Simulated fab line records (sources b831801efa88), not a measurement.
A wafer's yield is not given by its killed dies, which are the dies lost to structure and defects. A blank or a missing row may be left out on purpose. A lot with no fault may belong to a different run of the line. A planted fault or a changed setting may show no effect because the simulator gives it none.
A struck lot beside a sound one -- flow gf180mcu -- 17 steps out of a route of 602
Sound: these wafers, L991.2, L991.5, L991.6. Wafers L990.1, L990.2, L990.4 were the ones struck. The cause is named last.
Per side, at each step with rows, come the tool, then ch with its chambers, and then its first start. Under that, the readings that differ: sound wafers -- struck wafers -- difference of the means -- sigmas: that difference in standard deviations of wafers without a fault.
alike: words and numbers the same on both sides, and readings whose means are apart by under 2 such deviations; not compared: readings that were withheld, readings missing a value for some wafer, numbers with overlapping values and no deviation given by the record, and bounds like >300 which may hide the same value.
A row with sigmas, a row that says differs or no value, or rows on one side alone: a step with any of these is where the two part. Numbers that have no deviation but don't overlap get no sigmas and don't part them. A reading missing from all wafers of one side parts the sides only when that side holds two or more wafers.

GF_SAB_STRIP_13: strips in O2/N2.
  sound on plasma_asher-03 ch 0,1, day 20 03:38; struck on plasma_asher-02 ch 0,1, day 19 19:11
  alike: chamber_pressure_mTorr, drypump_motor_current_A, heater_power_w, oes_product_au, strip_time_to_endpoint_s
  not compared: rf_hours_counter_h
then, 2 steps without rows for these wafers: GF_SALICIDE_CLEAN_00 (cleans in SC1/SC2, time 150 s); GF_SALICIDE_WET_ETCH_01 (etches SiO2 in dHF, target depth 5 nm, time 100 s).
GF_SALICIDE_SPUTTER_02: material Co, target thk 10 nm, time 20 s.
  sound on pvd_sputter-04 at day 20 03:50; struck on pvd_sputter-02 at day 19 19:23
  alike: throttle_valve_pct
GF_SALICIDE_SPUTTER_03: material TiN, target thk 20 nm, time 16.7 s.
  sound on pvd_sputter-04 at day 20 03:51; struck on pvd_sputter-02 at day 19 19:25
reading,sound,struck,difference,sigmas
throttle_valve_pct (%),29.4 30.1 28.3,31.0 31.8 31.1,+2.0,+2
GF_SALICIDE_RS_MEAS_04: measures by four-point-probe.
  sound on film_metro-01 at day 20 03:54; struck on film_metro-01 at day 19 19:26
  alike: SALICIDE_TIN_RS
GF_SALICIDE_THK_MEAS_05: measures by xrf.
  sound on film_metro-01 at day 20 04:01; struck on film_metro-01 at day 19 19:33
  alike: SALICIDE_TIN_THK
GF_SALICIDE_RTA_06: time 30 s.
  sound on rtp_anneal-02 ch 0, day 20 04:05; struck on rtp_anneal-02 ch 0, day 19 19:37
  alike: lamp_power_pct, wafer_temp_C_max
then, 1 step without rows for these wafers: GF_SALICIDE_WET_ETCH_07 (etches the open film in SPM, target depth 120 nm).
GF_SALICIDE_RTA_08: time 30 s.
  sound on rtp_anneal-01 ch 0, day 20 04:16; struck on rtp_anneal-01 ch 0, day 19 19:54
  alike: wafer_temp_C_max
then, 1 step without rows for these wafers: GF_CONTACT_CVD_00 (deposits SiO2, target thk 300 nm, time 50 s).
GF_CONTACT_THK_MEAS_01:
  sound on film_metro-01 at day 20 04:25; struck on film_metro-01 at day 19 20:02
  alike: CONTACT_CVD_00_THK
GF_CONTACT_CVD_02: deposits SiO2 from TEOS, target thk 860 nm, time 95.992 s.
  sound on pecvd-02 ch 1,2, day 20 04:28; struck on pecvd-01 ch 0,2, day 19 20:06
reading,sound,struck,difference,sigmas
model.SiO2_of_CONTACT_CVD_02.thk_nm (nm),845.4 872.9 861.7,889.1 904.8 912.5,+42.1,
  alike: heater_power_w, rf_fwd_power_W, susceptor_temp_C
GF_CONTACT_THK_MEAS_03:
  sound on film_metro-01 at day 20 04:34; struck on film_metro-01 at day 19 20:10
reading,sound,struck,difference,sigmas
CONTACT_CVD_02_THK (nm),845 873 862,889 905 912,+42,+4
GF_CONTACT_CMP_04: polishes SiO2.
  sound on cmp-02 ch 0,3, day 20 04:40; struck on cmp-01 ch 0,1,2, day 19 20:14
reading,sound,struck,difference,sigmas
motor_current_A (A),13.1 14.3 13.7,10.8 11.7 11.0,-2.5,-3
time_to_endpoint_s (s),104 111 103,118 126 128,+18,+4
  alike: head_pressure_psi
GF_CONTACT_BOW_MEAS_05:
  sound on film_metro-04 at day 20 04:56; struck on film_metro-01 at day 19 20:32
  alike: CONTACT_BOW
GF_PASSIVATION_PROBE_99:
  the record has rows for the sound wafers here (prober-01, day 32 23:05) and none for the struck ones

== WHERE THEY PART ==
First at GF_SALICIDE_SPUTTER_03; last, within this record, at GF_PASSIVATION_PROBE_99.

WHY: the cause the simulator had injected
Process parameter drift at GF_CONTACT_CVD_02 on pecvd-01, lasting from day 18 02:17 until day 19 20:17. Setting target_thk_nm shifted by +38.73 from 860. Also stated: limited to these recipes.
